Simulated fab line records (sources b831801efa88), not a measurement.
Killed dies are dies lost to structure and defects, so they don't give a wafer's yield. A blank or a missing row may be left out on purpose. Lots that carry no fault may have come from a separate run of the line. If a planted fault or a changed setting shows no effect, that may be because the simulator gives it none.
Problem report, 8D (eight disciplines) form, completed by code    flow sky130    the parts of the form that need people (team, actions taken, sign-off) are left out

== 1. PROBLEM STATEMENT ==
Mean of chamber pressure pa at SKY_CAP2M_SPUTTER_02: 0.4166 Pa across 2 wafers in 2 lots; on wafers with no fault it is 0.4000 Pa (standard deviation 0.00082). That is +20 standard deviations from the usual mean.
The step: material TiN, target thk 200 nm, time 166.7 s.
First seen on wafer L688.2, day 42 02:32, on pvd sputter-01. Wafers with a number at this step in the record: 36, from 12 lots. The rule behind "out" and "out of limits": a value lying over 4 standard deviations away from the usual mean. All remaining wafers that have a number are taken as sound.

== 2. WHAT IT IS AND WHAT IT IS NOT ==
question                     is                   is not
which readings at this step  chamber pressure pa  susceptor temp C, throttle valve pct
which lots                   L688, L693           L681, L682, L683, L686, L691, L697, L698, L700, L702, L703
which wafers of those lots   L688.2, L693.1       L688.3, L688.6, L693.2, L693.6
read on which tools          pvd sputter-01       pvd sputter-04
when                         from day 42 02:32    up to then (14 sound wafers); but 20 sound wafers of L691, L693, L697, L698, L700, L702, L703 came after

== 3. SUSPECTS, AND WHAT RULES EACH OUT ==
Counting: any tool at a process step up to the reading remains a suspect provided it ran every lot that is out. Sound lots after the first of them don't rule it out here, since some wafers of a struck lot are sound.
- pvd sputter-01 at SKY_CAP2M_SPUTTER_02 (material TiN, target thk 200 nm, time 166.7 s): kept. Ran every lot that is out, first one L688 (day 42 02:32); last sound lot up to then L686 (day 41 07:21). Its own chamber pressure pa readings are out on those wafers.
The count leaves pvd sputter-01 at SKY_CAP2M_SPUTTER_02.

== 4. THE CAUSE (what the simulator had put in) ==
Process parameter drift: pvd sputter-01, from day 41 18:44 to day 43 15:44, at SKY_CAP2M_SPUTTER_02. A move of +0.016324 in setting chamber pressure pa, from 0.4. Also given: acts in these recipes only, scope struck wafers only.
The count eliminated every tool but this one.

== 5. THE CHAIN OF EFFECTS, in route order ==
One row per reading whose mean, taken over the struck wafers that have a number, lies over 3 standard deviations from the usual. Readings are gone through only where the record gives a usual standard deviation; hours: the median, over the lots, of the time from a lot's start at the first step in this table giving one to that lot's start at this step; sigmas: the change measured in usual standard deviations.
hours  step                  reading              usual      on struck wafers  change   sigmas
0      SKY_CAP2M_SPUTTER_02  chamber pressure pa  0.4000 Pa  0.4166            +0.0166  +20
Its process steps:
- SKY_CAP2M_SPUTTER_02: material TiN, target thk 200 nm, time 166.7 s.
Later steps that measure or inspect, where all struck wafers having a row at the step show a number for every such reading and not one has moved that far: SKY_CAP2M_OVL_MEAS_12.

== 6. WHAT WOULD HAVE CAUGHT IT SOONER ==
In this record the first reading out of limits was taken at day 42 02:32, 8 hours after the fault began at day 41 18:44.
